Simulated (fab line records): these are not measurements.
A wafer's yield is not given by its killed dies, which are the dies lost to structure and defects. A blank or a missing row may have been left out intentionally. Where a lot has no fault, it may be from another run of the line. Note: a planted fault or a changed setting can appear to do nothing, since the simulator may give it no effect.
Problem report in the 8D (eight disciplines) form, filled by code	flow gf180mcu	the parts of the form that need people (team, actions taken, sign-off) are left out

== 1. THE PROBLEM ==
SAB_CVD_00_THK at GF_SAB_THK_MEAS_01 reads a mean of 43.8 nm on 5 wafers of 3 lots; wafers without a fault read 49.9 nm with a standard deviation of 0.66. That puts it -9.2 standard deviations away from the usual mean.
Seen first at day 18 18:50 on filmMetro-03, wafer L175.3. At this step, 39 wafers from 13 lots have a number in the record. By rule, "out" or "out of limits" means more than 4 standard deviations away from the usual mean. All remaining wafers that have a number are taken as sound.

== 2. WHAT IT IS AND WHAT IT IS NOT ==
question	is	is not
which readings at this step	SAB_CVD_00_THK	-
which lots	L175, L176, L178	L165, L166, L169, L170, L172, L174, L177, L179, L183, L184
which wafers of those lots	L175.3, L175.4, L176.2, L178.3, L178.6	L175.5, L176.1, L176.6, L178.1
read on which gauges	filmMetro-02, filmMetro-03	filmMetro-04
when	from day 18 18:50	up to then (19 sound wafers); but 15 sound wafers of L176, L177, L178, L179, L183, L184 came after

== 3. SUSPECTS, AND WHAT RULES EACH OUT ==
Counting: if a tool at a process step up to the reading ran every lot that is out, it stays a suspect. Sound lots after the first of them don't rule it out here, since some wafers of a struck lot are sound.
- the gauge at GF_SAB_THK_MEAS_01 is ruled out. 2 gauges (filmMetro-02, filmMetro-03) read the wafers that are out.
- rtpAnneal-02 at GF_PSD_RTA_13 (time 20 s): kept. It processed each lot that is out (first: L175, day 18 18:31); up to then, its last sound lot is L174 (day 18 15:13).
- pecvd-02 at GF_SAB_CVD_00 (deposits SiO2 from TEOS, target thk 50 nm, time 4.9302 s): kept. It processed each lot that is out (first: L175, day 18 18:48); up to then, its last sound lot is L172 (day 17 18:54).
- At GF_SAB_CVD_00, inside pecvd-02: chamber 2 took the wafers that are out, while their sound lot-mates went through chambers 0, 1.
Remaining after the count are rtpAnneal-02 at GF_PSD_RTA_13 and pecvd-02 at GF_SAB_CVD_00.

== 4. THE CAUSE (what the simulator had put in) ==
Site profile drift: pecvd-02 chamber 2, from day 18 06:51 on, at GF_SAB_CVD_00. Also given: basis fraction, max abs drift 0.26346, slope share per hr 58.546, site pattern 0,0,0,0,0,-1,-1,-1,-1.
Counting leaves 2 suspects; this tool is one of them.

== 5. THE CHAIN OF EFFECTS, in route order ==
Each row: a reading whose mean over the struck wafers that have a number lies more than 3 standard deviations from the usual. Scope: only readings with a usual standard deviation given in the record; hours: median across lots of the time from each lot's start at the first step in this table that gives one to its start at this step; sigmas: change in usual standard deviations.
hours	step	reading	usual	on struck wafers	change	sigmas
0	GF_SAB_THK_MEAS_01	SAB_CVD_00_THK	49.9 nm	43.8	-6.1	-9.2

== 6. HOW IT WOULD HAVE BEEN CAUGHT EARLIER ==
Counted from the fault's start at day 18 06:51, it took 12 hours until the first out-of-limits reading at a measuring or inspecting step in this record, taken at day 18 18:50.
An alarm limit of 4 standard deviations would not have fired on the tool readings at GF_SAB_CVD_00 for which the record gives a usual standard deviation, since none of them was out on any struck wafer.
L176, L178, from the lots that are out (3), started GF_SAB_CVD_00 on pecvd-02 later than day 18 18:50. A hold on the tool at that time would have spared those 2.
